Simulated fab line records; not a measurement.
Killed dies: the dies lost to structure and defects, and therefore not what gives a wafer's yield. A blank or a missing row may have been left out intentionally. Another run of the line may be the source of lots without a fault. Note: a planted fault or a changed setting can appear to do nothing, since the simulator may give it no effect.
fab line records -- flow sfq_line
[record] lots = 14, wafers = 42, last_day = 91
route steps=325 shown L0V@16
lots that met no fault: from a run of the same line without faults
start_h: start of the lot's first displayed wafer, in hours after the record's first day -- wait_h: time in hours since the lot's previous step -- " repeats the value in the row above -- L1.1+2: a single row standing in for several wafers -- - either no value or no given start -- * or withheld: withheld -- < > ~ a bound
route shown NAME@n: names a module that has steps shown in the file, with the first one's number in the route -- usual: the fault-free wafers' mean and standard deviation -- same: alike in all rows -- chamber/n: place in a boat -- sites: each site's reading -- _std_site: standard deviation of those values -- _edge_site: outer sites' mean less inner sites' -- radius_mm: how far each site lies from the wafer's centre -- mask NAME#n: copy n -- behind: the last tool/chamber to shape the wafer -- hold: what put the lot on hold/how long, in hours/how the hold closed -- device: transistor that didn't switch, given as n, p or np -- end of line: tests of these same wafers at the route's end -- a step with no rows: only its recipe -- killed: at the first sort, the dies lost to defects and structure; wafer yield is something else -- map: shows each die of a wafer: x if killed, . if not, _ if none is there
set.NAME: the run value of the setting; set.NAME@STEP: its run value at that earlier step -- model.NAME: the simulator's own value behind a step, which no gauge read
a sample of lots followed through the steps of the route, with each step as a table and each wafer as a row
services: from which hour (start_h, from the record's first day; less than 0 if before it) a tool's chamber was out of use, for how many hours, and why
[[steps]]
[step SFQ_TRILAYER_L0_CAP_PECVD_011]
[recipe] material = SiO2, temp_c = 150, time_s = 13.333, pressure_torr = 2.4, rf_w = 183.3, precursor = SiH4/N2O, target_thk_nm = 60
[usual] heater_power_outer_w = 32/12, heater_power_w = 87/21, throttle_valve_pct = 24.0/1.5
lot.wafer,tool,chamber,start_h,wait_h,heater_power_outer_w,heater_power_w,throttle_valve_pct
L437.2,pecvd-02,0,63.88,0.0,25,89,23.1
L437.5,pecvd-02,0,63.88,0.0,25,86,23.2
L437.6,pecvd-02,2,63.88,0.0,27,85,24.1
L439.1,pecvd-02,1,68.69,0.0,57,121,26.0
L439.4,pecvd-02,1,68.69,0.0,57,121,26.0
L439.5,pecvd-02,2,68.69,0.0,34,96,23.8
L440.3,pecvd-04,0,69.86,0.0,22,64,24.1
L440.4,pecvd-04,0,69.86,0.0,23,66,24.5
L440.6,pecvd-04,1,69.86,0.0,18,55,27.0
L441.4,pecvd-01,1,72.27,0.0,53,122,22.5
L441.5,pecvd-01,2,72.27,0.0,33,89,22.9
L441.6,pecvd-01,0,72.27,0.0,27,84,22.4
L444.2,pecvd-01,0,78.50,0.0,22,75,22.2
L444.3,pecvd-01,1,78.50,0.0,55,128,22.5
L444.6,pecvd-01,2,78.50,0.0,33,89,23.0
L447.1,pecvd-04,0,93.41,0.0,27,71,24.4
L447.4,pecvd-04,0,93.41,0.0,16,57,24.3
L447.6,pecvd-04,2,93.41,0.0,37,92,23.7
L448.1,pecvd-02,0,99.69,0.0,33,98,23.5
L448.3,pecvd-02,0,99.69,0.0,33,100,23.2
L448.4,pecvd-02,1,99.69,0.0,56,125,25.9
L449.1,pecvd-04,0,108.09,0.0,25,67,24.6
L449.3,pecvd-04,1,108.09,0.0,12,48,26.8
L449.6,pecvd-04,2,108.09,0.0,34,90,23.6
L451.3,pecvd-01,2,118.99,0.0,28,79,23.3
L451.5,pecvd-01,0,118.99,0.0,29,87,22.4
L451.6,pecvd-01,1,118.99,0.0,57,129,22.5
L452.1,pecvd-02,1,123.79,0.0,44,107,26.1
L452.2,pecvd-02,0,123.79,0.0,37,101,23.6
L452.5,pecvd-02,0,123.79,0.0,37,103,23.0
L453.2,pecvd-02,1,128.59,0.0,55,120,26.0
L453.3,pecvd-02,2,128.59,0.0,31,90,24.6
L453.6,pecvd-02,1,128.59,0.0,56,123,26.1
L455.1,pecvd-02,2,138.19,0.0,34,95,24.3
L455.3,pecvd-02,0,138.19,0.0,32,95,23.5
L455.6,pecvd-02,0,138.19,0.0,33,96,23.7
L456.2,pecvd-01,2,142.99,0.0,30,81,23.5
L456.5,pecvd-01,0,142.99,0.0,18,71,22.2
L456.6,pecvd-01,2,142.99,0.0,31,85,23.2
L457.1,pecvd-01,0,146.83,0.0,23,80,22.5
L457.3,pecvd-01,1,146.83,0.0,47,115,22.5
L457.5,pecvd-01,2,146.83,0.0,37,96,23.4
[step SFQ_TRILAYER_L0_VIA_ETCH_VIA_ETCH_016]
[recipe] target = SiO2, stop_on = MoNx_KI, mask_material = PR, chemistry = CHF3, target_depth_nm = 80, source_w = 500, bias_w = 80, pressure_mtorr = 30, time_s = withheld
[usual] drypump_motor_current_A = 5.8/0.34, oes_product_au = 0.843/0.007
lot.wafer,tool,chamber,start_h,wait_h,drypump_motor_current_A,oes_product_au
L437.2,rie_diel-02,0,93.81,0.0,5.6,0.841
L437.5,rie_diel-02,3,93.81,0.0,5.6,0.837
L437.6,rie_diel-02,0,93.81,0.0,5.6,0.847
L439.1,rie_diel-02,0,100.09,0.0,5.6,0.841
L439.4,rie_diel-02,1,100.09,0.0,5.6,0.855
L439.5,rie_diel-02,2,100.09,0.0,6.1,0.834
L440.3,rie_diel-03,3,104.89,0.0,5.6,0.843
L440.4,rie_diel-03,2,104.89,0.0,5.9,0.843
L440.6,rie_diel-03,0,104.89,0.0,5.3,0.844
L441.4,rie_diel-04,1,106.11,0.0,5.3,0.841
L441.5,rie_diel-04,0,106.11,0.0,5.9,0.847
L441.6,rie_diel-04,2,106.11,0.0,5.6,0.855
L444.2,rie_diel-02,0,115.79,0.0,5.6,0.852
L444.3,rie_diel-02,2,115.79,0.0,6.1,0.841
L444.6,rie_diel-02,2,115.79,0.0,6.0,0.847
L447.1,rie_diel-02,2,128.99,0.0,6.0,0.798
L447.4,rie_diel-02,1,128.99,0.0,5.6,0.811
L447.6,rie_diel-02,1,128.99,0.0,5.6,0.815
L448.1,rie_diel-02,0,133.79,0.0,5.6,0.840
L448.3,rie_diel-02,3,133.79,0.0,5.6,0.845
L448.4,rie_diel-02,2,133.79,0.0,6.1,0.856
L449.1,rie_diel-02,3,143.39,0.0,5.6,0.800
L449.3,rie_diel-02,0,143.39,0.0,5.6,0.795
L449.6,rie_diel-02,1,143.39,0.0,5.6,0.802
L451.3,rie_diel-02,2,155.39,0.0,6.0,0.835
L451.5,rie_diel-02,2,155.39,0.0,6.1,0.850
L451.6,rie_diel-02,1,155.39,0.0,5.6,0.834
L452.1,rie_diel-03,2,158.99,0.0,5.9,0.841
L452.2,rie_diel-03,1,158.99,0.0,6.5,0.848
L452.5,rie_diel-03,2,158.99,0.0,5.9,0.850
L453.2,rie_diel-03,1,165.99,0.0,6.5,0.845
L453.3,rie_diel-03,2,165.99,0.0,5.9,0.833
L453.6,rie_diel-03,2,165.99,0.0,5.9,0.850
L455.1,rie_diel-04,0,174.56,0.0,5.9,0.833
L455.3,rie_diel-04,2,174.56,0.0,5.5,0.838
L455.6,rie_diel-04,2,174.56,0.0,5.5,0.836
L456.2,rie_diel-03,2,176.96,0.0,5.9,0.837
L456.5,rie_diel-03,3,176.96,0.0,5.6,0.844
L456.6,rie_diel-03,0,176.96,0.0,5.3,0.844
L457.1,rie_diel-02,3,180.56,0.0,5.6,0.835
L457.3,rie_diel-02,1,180.56,0.0,5.6,0.826
L457.5,rie_diel-02,1,180.56,0.0,5.5,0.850
[[services]]
tool,chamber,start_h,hours,kind
rie_diel-02,0,59.69,2.9,repair
rie_diel-02,0,62.63,-,clean
rie_diel-02,0,62.63,16.1,scheduled_down
rie_diel-02,0,62.63,16.1,vent_cycle
pecvd-04,-,86.10,1.1,repair
pecvd-02,2,94.72,11.5,repair
rie_diel-04,3,95.21,13.0,repair
rie_diel-03,2,118.70,-,clean
rie_diel-03,2,118.70,13.7,scheduled_down
rie_diel-03,2,118.70,13.7,vent_cycle
rie_diel-03,0,118.95,10.3,repair
rie_diel-02,1,120.78,6.7,repair
rie_diel-02,3,171.54,5.0,repair
[[key]]
[first_sign] step = SFQ_TRILAYER_L0_VIA_ETCH_VIA_ETCH_016, reading = oes_product_au, direction = down, sigmas = 5.7, usual = 0.843, struck = 0.803
effect none on later readings
met_at SFQ_TRILAYER_L0_CAP_PECVD_011
struck_lots L447,L449
onset_between 69.86 93.41
[fault] kind = process_parameter_drift, tool = pecvd-04, chamber = -, onset_h = 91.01, steps = SFQ_TRILAYER_L0_CAP_PECVD_011, channel = time_s, offset = *, shape = step, end_h = 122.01, acts_in = *, stated = *
